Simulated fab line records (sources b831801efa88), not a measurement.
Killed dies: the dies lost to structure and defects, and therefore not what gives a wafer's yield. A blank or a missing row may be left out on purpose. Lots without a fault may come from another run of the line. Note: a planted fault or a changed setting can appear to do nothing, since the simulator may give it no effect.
Matching of chambers | flow sky130 | 4 sister chambers for SKY_PASSIVATION_ETCH_11 on rieDiel-02
The step etches the open film in CF4/O2, stops on AlCu, target depth 725 nm, time 161.1 s. 8 wafers are shown with their chamber, then 12 later ones without.

== WAFERS WITH THEIR CHAMBER ==
wafer  | chamber | drypumpMotorCurrentA (A) | oesProductAu (a.u.)
L081.1 | 3       | 4.6                      | 0.975
L081.2 | 2       | 5.3                      | 0.966
L086.1 | 1       | 5.3                      | 0.973
L086.2 | 3       | 4.6                      | 0.977
L086.3 | 2       | 5.3                      | 0.985
L086.4 | 0       | 5.3                      | 0.980
L086.5 | 0       | 5.2                      | 0.982
L086.6 | 1       | 5.3                      | 0.979

== WAFERS MISSING THEIR CHAMBER ==
wafer  | drypumpMotorCurrentA (A) | oesProductAu (a.u.)
L085.3 | 4.6                      | 0.973
L085.4 | 5.2                      | 0.982
L085.5 | 5.3                      | 0.983
L087.2 | 4.6                      | 0.968
L087.3 | 5.3                      | 0.968
L087.5 | 5.3                      | 0.985
L088.3 | 5.4                      | 0.963
L088.5 | 5.2                      | 0.985
L088.6 | 4.6                      | 0.988
L092.2 | 4.6                      | 0.992
L092.4 | 5.3                      | 0.980
L092.6 | 5.4                      | 0.979

== THE CHAMBER EACH PASSED THROUGH ==
wafer  | from the rows above          | in truth
L085.3 | 3                            | 3
L085.4 | can't be placed: 0 or 1 or 2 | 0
L085.5 | can't be placed: 1 or 2 or 0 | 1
L087.2 | 3                            | 3
L087.3 | can't be placed: 2 or 1 or 0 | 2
L087.5 | can't be placed: 1 or 2 or 0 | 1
L088.3 | can't be placed: 2 or 1 or 0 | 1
L088.5 | can't be placed: 0 or 1 or 2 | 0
L088.6 | 3                            | 3
L092.2 | 3                            | 3
L092.4 | can't be placed: 1 or 2 or 0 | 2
L092.6 | can't be placed: 1 or 2 or 0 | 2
Correct placement for 4 of the 12. From these rows, 8 cannot be placed; in 8 the true chamber is one of the candidates. 0 placed wrongly.
How it was worked out, from the rows above alone: a wafer's distance from a chamber is the root of the sum, over the readings, of the square of ((its reading less the chamber's mean) divided by the reading's scatter). The wafer belongs to the nearest chamber; if the next one is less than 2 further off, it can't be placed. For every chamber, the mean is computed from those of its wafers that are shown. The scatter: the root of (the sum of the squares of (reading less its chamber's mean) over the shown wafers, divided by (wafers less chambers)).
